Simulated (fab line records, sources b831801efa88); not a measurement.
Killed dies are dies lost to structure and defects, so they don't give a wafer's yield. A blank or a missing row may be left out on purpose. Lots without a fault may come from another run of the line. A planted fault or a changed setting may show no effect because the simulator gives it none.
Which tool did it? | flow sky130 | 7 lots, 21 wafers sampled, at 2 steps of a route of 708

WHAT THE GAUGES READ, wafer by wafer
SKY_PASSIVATION_THK_MEAS_01.
lot  | measured     | on            | PASSIVATION_CVD_00_THK (nm)
L104 | day 44 08:25 | film_metro-04 | 87.7 90.5 88.8
L106 | day 44 21:56 | film_metro-04 | 88.9 91.6 89.2
L111 | day 46 01:49 | film_metro-04 | 89.2 88.6 88.7
L113 | day 46 11:22 | film_metro-01 | 89.3 90.2 90.9
L118 | day 48 14:17 | film_metro-02 | 87.2 89.3 88.1
L121 | day 48 17:40 | film_metro-01 | 89.2 91.0 91.4
L124 | day 49 02:46 | film_metro-01 | 91.5 89.0 90.9

WHICH TOOL RAN EACH LOT (tool, then ch and the chambers of the sampled wafers, then the start)
lot  | SKY_METAL5_SPUTTER_03
L104 | pvd_sputter-03, day 43 08:46
L106 | pvd_sputter-01, day 43 22:38
L111 | pvd_sputter-02, day 45 03:34
L113 | pvd_sputter-01, day 45 14:05
L118 | pvd_sputter-02, day 47 19:17
L121 | pvd_sputter-03, day 47 21:53
L124 | pvd_sputter-03, day 48 07:43
- SKY_METAL5_SPUTTER_03: material Ti, target thk 5 nm, time 3.3 s.

THE ANSWER, worked out from the rows above alone
Rule: what is usual is taken from the lots themselves. Put in order of their means at a reading, lots are off if they are a third of the lots or fewer, leave a main group of 4 or more, and stand apart from it by a gap of 3 or more times the standard deviation of the main group's means; of several such gaps the widest counts. A main group whose means are all the same, to the digits that the tables above print for the reading, isn't used. A lot without any number at a reading at which 4 lots or more have one is off too. The other lots that the step has rows for count as sound.
No lot is off at any reading shown: from this, nothing can be told.

WHAT THE SIMULATOR HAD PUT IN
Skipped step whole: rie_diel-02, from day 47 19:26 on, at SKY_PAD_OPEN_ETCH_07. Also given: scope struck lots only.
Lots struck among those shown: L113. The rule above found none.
